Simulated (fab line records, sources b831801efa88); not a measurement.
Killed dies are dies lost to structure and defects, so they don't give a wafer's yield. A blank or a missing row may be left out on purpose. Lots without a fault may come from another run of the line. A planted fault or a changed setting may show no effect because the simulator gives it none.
One fault seen from 2 desks | flow gf180mcu | each desk has only its own numbers; what lay behind them comes last

THE TOOL OWNER'S DESK: furnace-02
The tool's own readings at GF_DUAL_GATE_OXIDATION_02 (stabilise 600 s, purge 300 s, target thk 10.887 nm): means of the sampled wafers that have a number, for each lot that ran on this tool. A lot is out of limits, marked OUT, if its mean lies more than 4 standard deviations from the usual mean; the brackets give that distance.
Columns: A = spike_tc_bottom_C at GF_DUAL_GATE_OXIDATION_02, usual 917.8 C; B = spike_tc_centre_C at GF_DUAL_GATE_OXIDATION_02, usual 902.0 C; C = spike_tc_lower_C at GF_DUAL_GATE_OXIDATION_02, usual 900.8 C; D = spike_tc_top_C at GF_DUAL_GATE_OXIDATION_02, usual 911.5 C; E = spike_tc_upper_C at GF_DUAL_GATE_OXIDATION_02, usual 899.7 C; F = tube_center_temp_C at GF_DUAL_GATE_OXIDATION_02, usual 900.01 C; G = tube_center_temp_C_max at GF_DUAL_GATE_OXIDATION_02, usual 902.4
lot  | first seen here | A               | B               | C               | D               | E               | F                        | G
L971 | day 7 12:55     | 918.2           | 901.8           | 903.1           | 909.9           | 900.2           | 900.04                   | 902.3
L973 | day 8 05:01     | 890.2 (-21) OUT | 873.5 (-29) OUT | 873.7 (-18) OUT | 882.3 (-19) OUT | 872.9 (-22) OUT | 872.26 (-99 or more) OUT | 874.6 (-71) OUT
L974 | day 8 09:29     | 890.3 (-21) OUT | 873.0 (-29) OUT | 874.3 (-18) OUT | 883.3 (-19) OUT | 872.9 (-22) OUT | 872.17 (-99 or more) OUT | 874.8 (-71) OUT
L982 | day 11 04:54    | 917.9           | 901.4           | 903.2           | 909.8           | 900.5           | 900.02                   | 902.3
L984 | day 11 19:51    | 918.1           | 901.1           | 901.8           | 910.9           | 899.7           | 900.03                   | 902.5
L986 | day 12 07:32    | 919.3           | 901.9           | 901.0           | 910.5           | 900.7           | 900.03                   | 902.6
L985 | day 12 08:59    | 918.6           | 902.4           | 902.4           | 910.5           | 900.5           | 900.07                   | 902.4
L993 | day 14 10:46    | 918.4           | 902.1           | 902.2           | 910.2           | 901.1           | 900.12                   | 902.5
This desk's finding: out of limits on L973, L974; first on L973, day 8 05:01 (spike_tc_bottom_C at GF_DUAL_GATE_OXIDATION_02). In limits: L971, L982, L984, L986, L985, L993.

THE METROLOGY DESK
What the gauges read, lot by lot, whatever tool the lot ran on: means of the sampled wafers that have a number. A lot is out of limits, marked OUT, if its mean lies more than 4 standard deviations from the usual mean; the brackets give that distance.
Columns: A = DUAL_GATE_OXIDATION_00_THK at GF_DUAL_GATE_THK_MEAS_03, usual 10.79 nm; B = cd_nm at GF_V2_CD_MEAS_14, usual 259.7 nm
lot  | first seen here | A              | B
L971 | day 7 14:22     | 10.53          | 260.0
L973 | day 8 06:28     | 7.64 (-13) OUT | 261.0
L974 | day 8 10:57     | 7.68 (-13) OUT | 261.3
L982 | day 11 06:22    | 10.67          | 259.0
L983 | day 11 20:06    | 10.71          | 261.2
L984 | day 11 21:19    | 10.97          | 259.9
L986 | day 12 08:59    | 10.64          | 259.7
L985 | day 12 10:26    | 10.91          | 260.5
L988 | day 13 03:40    | 10.85          | 259.3
L989 | day 13 11:56    | 11.10          | 259.1
L991 | day 13 20:46    | 11.06          | 258.3
L993 | day 14 12:13    | 10.72          | 258.8
This desk's finding: out of limits on L973, L974; first on L973, day 8 06:28 (DUAL_GATE_OXIDATION_00_THK at GF_DUAL_GATE_THK_MEAS_03). In limits: L971, L982, L983, L984, L986, L985, L988, L989, L991, L993.

PUT TOGETHER
The tool owner's desk could have raised an alarm at day 8 05:01, on L973, L974.
The metrology desk could have raised an alarm at day 8 06:28, on L973, L974.
Of the lots named, all ran GF_DUAL_GATE_OXIDATION_02 on furnace-02.

WHAT THE SIMULATOR HAD PUT IN
Process parameter drift: furnace-02, from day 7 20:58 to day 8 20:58, at GF_DUAL_GATE_OXIDATION_02. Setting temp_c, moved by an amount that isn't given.
Lots struck among those shown: L973, L974.
Hours from the fault's start to each desk's first reading out of limits: the tool owner's desk, 8; the metrology desk, 10.
